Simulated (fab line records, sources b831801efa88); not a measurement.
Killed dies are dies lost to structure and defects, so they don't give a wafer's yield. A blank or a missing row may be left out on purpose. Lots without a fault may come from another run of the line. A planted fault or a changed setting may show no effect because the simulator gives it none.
Which tool did it? | flow sky130 | 12 lots, 36 wafers sampled, at 2 steps of a route of 708

WHAT THE GAUGES READ, wafer by wafer
SKY_LDD_HVN_TW_MEAS_10.
lot  | measured     | on            | LDD_HVN_TW
L493 | day 21 07:01 | film_metro-02 | 1428 1423 1428
L495 | day 21 13:16 | film_metro-02 | 1427 1433 1430
L496 | day 22 05:22 | film_metro-02 | 1417 1411 1422
L499 | day 22 23:03 | film_metro-03 | 1441 1441 1438
L501 | day 23 19:00 | film_metro-03 | 1447 1450 1446
L503 | day 24 08:41 | film_metro-02 | 1415 1423 1433
L504 | day 24 18:24 | film_metro-03 | 1444 1441 1450
L509 | day 26 03:36 | film_metro-02 | 1407 1407 1406
L512 | day 27 06:13 | film_metro-03 | 1437 1438 1448
L514 | day 27 20:29 | film_metro-01 | 1445 1452 1450
L515 | day 28 08:53 | film_metro-02 | 1423 1420 1423
L516 | day 28 15:23 | film_metro-02 | 1415 1425 1426

WHICH TOOL RAN EACH LOT (tool, then ch and the chambers of the sampled wafers, then the start)
lot  | SKY_POLY_GATE_ETCH_16
L493 | rie_diel-01 ch 0,1,2, day 17 07:20
L495 | rie_diel-01 ch 0,1,2, day 17 12:59
L496 | rie_diel-03 ch 0,2, day 18 02:32
L499 | rie_diel-03 ch 1,2, day 18 22:40
L501 | rie_diel-02 ch 0,2, day 19 18:49
L503 | rie_diel-01 ch 1,2, day 20 08:47
L504 | rie_diel-01 ch 0,2,3, day 20 19:58
L509 | rie_diel-02 ch 2,3, day 22 07:04
L512 | rie_diel-02 ch 0,1,2, day 23 09:11
L514 | rie_diel-01 ch 0,2,3, day 24 00:40
L515 | rie_diel-02 ch 0,2,3, day 24 15:28
L516 | rie_diel-02 ch 0,2, day 24 21:23
- SKY_POLY_GATE_ETCH_16: etches Si3N4 in CH3F/O2, stops on poly-Si, time 147.5 s, target depth 75 nm.

WHAT THE TOOLS THEMSELVES READ (means of the sampled wafers that have a number; where no wafer has one, the mark that the record gives instead)
SKY_POLY_GATE_ETCH_16.
lot  | tool        | drypump_motor_current_A (A) | oes_product_au (a.u.) | throttle_valve_pct (%)
L493 | rie_diel-01 | 5.8                         | 0.642                 | 10.540
L495 | rie_diel-01 | 5.8                         | 0.648                 | 10.532
L496 | rie_diel-03 | 5.7                         | 0.644                 | 10.534
L499 | rie_diel-03 | 5.4                         | 0.645                 | 10.531
L501 | rie_diel-02 | 5.1                         | 0.636                 | 10.541
L503 | rie_diel-01 | 5.9                         | 0.640                 | 10.537
L504 | rie_diel-01 | 5.8                         | 0.642                 | 10.545
L509 | rie_diel-02 | 5.4                         | 0.635                 | 10.529
L512 | rie_diel-02 | 5.2                         | 0.644                 | 10.542
L514 | rie_diel-01 | 5.8                         | 0.638                 | 10.544
L515 | rie_diel-02 | 5.4                         | 0.637                 | 10.538
L516 | rie_diel-02 | 5.1                         | 0.640                 | 10.530

THE ANSWER, worked out from the rows above alone
Rule: what is usual is taken from the lots themselves. Put in order of their means at a reading, lots are off if they are a third of the lots or fewer, leave a main group of 4 or more, and stand apart from it by a gap of 3 or more times the standard deviation of the main group's means; of several such gaps the widest counts. A main group whose means are all the same, to the digits that the tables above print for the reading, isn't used. A lot without any number at a reading at which 4 lots or more have one is off too. The other lots that the step has rows for count as sound. The gauges are gone through in route order, then the tools' own readings, and for those a lot's mean is taken as printed above. The first step at which some lot is off is used, and at that step the reading that is off furthest; a lot without a number counts as furthest.
No lot is off at any reading shown: from this, nothing can be told.

WHAT THE SIMULATOR HAD PUT IN
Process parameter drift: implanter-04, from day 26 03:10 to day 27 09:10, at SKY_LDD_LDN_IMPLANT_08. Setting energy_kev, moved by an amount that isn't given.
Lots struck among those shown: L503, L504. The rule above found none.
